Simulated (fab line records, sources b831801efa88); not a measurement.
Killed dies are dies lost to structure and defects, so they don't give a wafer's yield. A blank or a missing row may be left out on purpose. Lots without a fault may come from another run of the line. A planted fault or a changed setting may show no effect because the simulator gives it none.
fab line records | flow sky130
record lots=14 wafers=42 last_day=50
route steps=708 shown POLY_GATE@229
lots that met no fault: from a run of the same line without faults
start_h: hours from the record's first day to the start of the lot's first wafer shown | wait_h: hours since the lot's step before | " the same as in the row above | L1.1+2: a row that stands for several wafers | - no value, or no start given | * or withheld: withheld | < > ~ a bound
route shown NAME@n: a module of which the file shows steps, and the number in the route of the first | usual: mean/standard deviation of fault-free wafers | same: alike in all rows | chamber/n: place in a boat | sites: the reading at each site | _std_site: their standard deviation | _edge_site: outer sites' mean less inner sites' | radius_mm: how far each site lies from the wafer's centre | mask NAME#n: copy n | behind: the tool/chamber that last shaped the wafer | hold: why the lot was held/for how many hours/how that ended | device: the transistor (n, p or np) that didn't switch | end of line: the same wafers' tests at the end of the route | a step without rows: its recipe alone | killed: dies lost to structure and defects at the first sort, not the wafer's yield | map: a wafer's dies, x killed, . not, _ none there
set.NAME: the setting as run; set.NAME@STEP: as run at that earlier step | model.NAME: the simulator's own value behind a step, which no gauge read
steps of the route over a sample of lots; a table a step, a row a wafer
services: from which hour (start_h, from the record's first day; less than 0 if before it) a tool's chamber was out of use, for how many hours, and why
## steps
# step SKY_POLY_GATE_ETCH_15
# recipe chemistry=N2/H2 target=BARC ion_energy_ev=200 source_w=500 bias_w=100 pressure_mtorr=30 n2_flow_sccm=100 h2_flow_sccm=200 stop_on=SiO2 time_s=118.5 target_depth_a=1100
# usual bias_w=99.96/0.28 drypump_motor_current_A=5.6/0.41 h2_flow_sccm=199.9/0.6 oes_product_au=0.716/0.0041 throttle_valve_pct=13.212/0.0089
# columns lot.wafer tool chamber start_h wait_h bias_w drypump_motor_current_A h2_flow_sccm oes_product_au rf_hours_counter_h throttle_valve_pct
L977.1 rie_diel-04 1 374.38 0.0 100.55 5.8 200.6 0.712 62 13.213
L977.3 " 0 " " 99.70 5.3 199.5 0.723 76 13.208
L977.6 " 2 " " 100.07 5.2 200.1 0.720 - 13.218
L978.2 rie_diel-02 0 379.89 0.0 99.97 5.2 200.2 0.713 45 13.196
L978.3 " 3 " " 99.92 5.2 200.4 0.721 7 13.208
L978.4 " 1 " " 99.75 5.5 199.7 0.719 75 13.209
L981.3 rie_diel-04 1 404.38 0.0 100.28 5.8 200.5 0.718 62 13.208
L981.4 " 3 " " 100.47 6.0 200.2 0.720 68 13.214
L981.6 " 1 " " 100.48 5.8 199.3 0.717 - 13.217
L982.1 rie_diel-04 2 412.24 0.0 100.16 5.3 199.8 0.709 75 13.197
L982.2 " 3 " " 100.03 6.0 200.1 0.715 68 13.224
L982.4 " 1 " " 99.48 5.7 199.4 0.718 63 13.224
L983.3 rie_diel-04 0 421.43 0.0 81.61 5.3 201.2 0.717 77 13.214
L983.4 " 3 " " 99.89 6.1 199.5 0.716 68 13.205
L983.5 " 1 " " 99.98 5.8 199.9 0.713 - 13.194
L984.3 rie_diel-02 1 451.48 0.0 99.95 5.5 198.8 0.719 76 13.198
L984.5 " 2 " " 99.78 6.0 200.5 0.703 - 13.223
L984.6 " 1 " " 100.06 5.5 199.8 0.725 - 13.213
L985.2 rie_diel-04 2 451.74 0.0 99.60 5.3 200.4 0.720 76 13.203
L985.5 " 0 " " 81.25 5.3 199.0 0.714 - 13.213
L985.6 " 3 " " 99.82 6.0 198.9 0.714 - 13.228
L988.3 rie_diel-03 2 464.19 0.0 99.84 5.4 199.0 0.719 3 13.207
L988.4 " 1 " " 99.81 5.0 199.7 0.716 7 13.220
L988.5 " 1 " " 100.03 5.0 199.8 0.717 - 13.200
L993.1 rie_diel-04 0 516.64 0.0 99.95 5.3 199.9 0.712 78 13.212
L993.4 " 1 " " 100.20 5.8 198.9 0.716 64 13.223
L993.6 " 0 " " 99.85 5.3 200.0 0.714 - 13.198
L994.1 rie_diel-02 3 518.66 0.0 100.26 5.2 201.0 0.722 9 13.219
L994.5 " 3 " " 100.27 5.2 200.4 0.716 - 13.202
L994.6 " 0 " " 99.71 5.3 200.8 0.726 - 13.209
L996.1 rie_diel-02 0 534.38 0.0 99.48 5.3 199.3 0.723 48 13.211
L996.2 " 3 " " 100.06 5.2 199.3 0.718 10 13.220
L996.6 " 0 " " 99.43 5.3 200.2 0.719 - 13.214
L997.1 rie_diel-02 0 542.59 0.0 99.56 5.3 200.5 0.715 48 13.216
L997.2 " 3 " " 100.04 5.2 199.4 0.713 10 13.195
L997.5 " 2 " " 99.84 6.0 201.1 0.722 - 13.202
L998.3 rie_diel-02 2 551.34 0.0 100.21 6.0 199.3 0.714 20 13.216
L998.4 " 3 " " 100.62 5.2 200.6 0.710 10 13.210
L998.6 " 2 " " 100.23 6.0 198.9 0.717 - 13.215
L999.2 rie_diel-02 1 566.09 0.0 99.76 5.5 200.4 0.712 78 13.213
L999.3 " 2 " " 99.47 6.0 199.3 0.712 21 13.206
L999.5 " 1 " " 100.38 5.5 200.2 0.713 - 13.212
## services
# columns tool chamber start_h hours kind
rie_diel-02 2 360.90 2.2 repair
rie_diel-04 - 389.13 14.6 pm
rie_diel-03 2 430.03 2.6 repair
rie_diel-02 0 501.77 2.9 repair
rie_diel-02 2 517.24 14.0 repair
## key
first_sign step=SKY_POLY_GATE_ETCH_15 reading=bias_w direction=down sigmas=66 usual=99.96 struck=81.43
effect none on later readings
met_at SKY_POLY_GATE_ETCH_15
struck_lots L983,L985
struck_wafers L983.3,L985.5
tester_left_out L983,L985
onset_between 374.38 421.43
fault kind=process_parameter_drift tool=rie_diel-04 chamber=0 onset_h=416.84 steps=SKY_POLY_GATE_ETCH_15 channel=bias_w offset=-19.044 shape=step end_h=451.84 acts_in=these_recipes_only stated=100
# tester_left_out: of these lots the tester's yield and bins aren't shown, on N5 and GAA mostly nor the transistor test; their killed dies are dies lost to structure and defects alone, not to doping, threshold or leakage, so they don't give the yield
